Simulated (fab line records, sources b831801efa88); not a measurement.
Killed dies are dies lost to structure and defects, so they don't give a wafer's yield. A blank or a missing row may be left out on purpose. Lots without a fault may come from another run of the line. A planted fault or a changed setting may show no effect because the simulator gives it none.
Chamber matching | flow gf180mcu | GF_V5_ETCH_16 on rie_diel-04: 4 sister chambers
The step etches BARC in N2/H2. 16 wafers are shown with their chamber, then 8 later ones without.

WAFERS WITH THEIR CHAMBER
wafer  | chamber | drypump_motor_current_A (A) | oes_product_au (a.u.) | throttle_valve_pct (%)
L075.1 | 0       | 4.8                         | 0.855                 | 13.226
L075.3 | 2       | 4.7                         | 0.853                 | 13.217
L075.4 | 3       | 5.3                         | 0.856                 | 13.230
L083.1 | 3       | 5.3                         | 0.864                 | 13.234
L083.3 | 0       | 4.8                         | 0.856                 | 13.218
L083.6 | 3       | 5.3                         | 0.855                 | 13.221
L084.1 | 2       | 4.8                         | 0.848                 | 13.240
L084.2 | 1       | 5.7                         | 0.850                 | 13.224
L084.5 | 1       | 5.7                         | 0.854                 | 13.230
L085.1 | 1       | 5.7                         | 0.851                 | 13.230
L085.2 | 0       | 4.8                         | 0.869                 | 13.222
L085.3 | 3       | 5.3                         | 0.856                 | 13.212
L085.4 | 1       | 5.7                         | 0.863                 | 13.230
L085.5 | 0       | 4.8                         | 0.854                 | 13.223
L085.6 | 3       | 5.3                         | 0.855                 | 13.222
L091.1 | 0       | 4.8                         | 0.859                 | 13.237

SIGNATURES (means of the wafers above)
reading                 | chamber 0 | chamber 1 | chamber 2 | chamber 3 | scatter within a chamber
drypump_motor_current_A | 4.800     | 5.700     | 4.750     | 5.300     | 0.0204
oes_product_au          | 0.85860   | 0.85450   | 0.85050   | 0.85720   | 0.00521
throttle_valve_pct      | 13.22520  | 13.22850  | 13.22850  | 13.22380  | 0.00812
Rule: a wafer's distance from a chamber is the root of the sum, over the readings, of the square of ((its reading less the chamber's mean) divided by the reading's scatter). The wafer belongs to the nearest chamber; if the next one is less than 2 further off, it can't be placed. The scatter: the root of (the sum of the squares of (reading less its chamber's mean) over the shown wafers, divided by (wafers less chambers)).

WAFERS WITHOUT THEIR CHAMBER
wafer  | drypump_motor_current_A (A) | oes_product_au (a.u.) | throttle_valve_pct (%)
L091.4 | 5.3                         | 0.860                 | 13.243
L091.5 | 4.8                         | 0.857                 | 13.230
L093.2 | 5.3                         | 0.859                 | 13.235
L093.4 | 4.8                         | 0.852                 | 13.227
L093.5 | 5.3                         | 0.855                 | 13.228
L096.1 | 5.3                         | 0.858                 | 13.225
L096.2 | 4.7                         | 0.849                 | 13.234
L096.3 | 5.7                         | 0.857                 | 13.238

WHICH CHAMBER EACH WENT THROUGH
wafer  | from the rows above     | in truth
L091.4 | 3                       | 3
L091.5 | 0                       | 0
L093.2 | 3                       | 3
L093.4 | can't be placed: 0 or 2 | 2
L093.5 | 3                       | 3
L096.1 | 3                       | 3
L096.2 | 2                       | 2
L096.3 | 1                       | 1
Placed correctly: 7 of 8. Can't be placed from these rows: 1 (the true chamber is among the candidates in 1). Placed wrongly: 0.
